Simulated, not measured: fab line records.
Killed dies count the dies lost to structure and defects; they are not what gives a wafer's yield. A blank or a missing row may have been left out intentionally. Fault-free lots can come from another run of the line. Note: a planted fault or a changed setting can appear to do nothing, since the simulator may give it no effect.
Matching of chambers | flow sky130 | SKY_LI_CONTACT_CMP_24 on cmp-02: 4 sister chambers
The step polishes, stops on PSG, t overpolish 20 s, target thk 0 nm. 8 wafers are shown with their chamber, then 8 later ones without.

== WAFERS WITH THEIR CHAMBER ==
wafer  | chamber | motor-current-A (A) | time-to-endpoint-s (s)
L148.6 | 3       | 11.6                | 100
L146.5 | 1       | 10.7                | 98
L149.1 | 2       | 9.9                 | 93
L149.6 | 3       | 11.5                | 97
L152.1 | 0       | 10.5                | 92
L152.3 | 2       | 9.7                 | 93
L152.5 | 1       | 10.4                | 90
L158.1 | 0       | 10.1                | 104

== WAFERS WITH NO CHAMBER GIVEN ==
wafer  | motor-current-A (A) | time-to-endpoint-s (s)
L158.4 | 9.7                 | 101
L158.5 | 10.5                | 90
L164.4 | 10.2                | 94
L164.5 | 9.6                 | 94
L164.6 | 10.2                | 93
L165.2 | 9.5                 | 91
L165.3 | 10.2                | 95
L165.6 | 9.7                 | 93

== EACH ONE'S CHAMBER ==
wafer  | from the rows above          | in truth
L158.4 | can't be placed: 2 or 0      | 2
L158.5 | can't be placed: 1 or 0      | 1
L164.4 | can't be placed: 0 or 1 or 2 | 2
L164.5 | 2                            | 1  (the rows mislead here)
L164.6 | can't be placed: 0 or 1 or 2 | 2
L165.2 | 2                            | 2
L165.3 | can't be placed: 0 or 1 or 2 | 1
L165.6 | 2                            | 2
Correct placement for 2 of the 8. Not placeable from these rows: 5 (in 5, the candidates include the true chamber). 1 placed wrongly.
How it was worked out, from the rows above alone: a wafer's distance from a chamber is the root of the sum, over the readings, of the square of ((its reading less the chamber's mean) divided by the reading's scatter). The wafer belongs to the nearest chamber; if the next one is less than 2 further off, it can't be placed. The mean given for a chamber averages the wafers shown for that chamber. How the scatter is found: for the shown wafers, subtract from each reading the mean of its chamber, square and add these, divide the total by (wafers less chambers), then take the root.
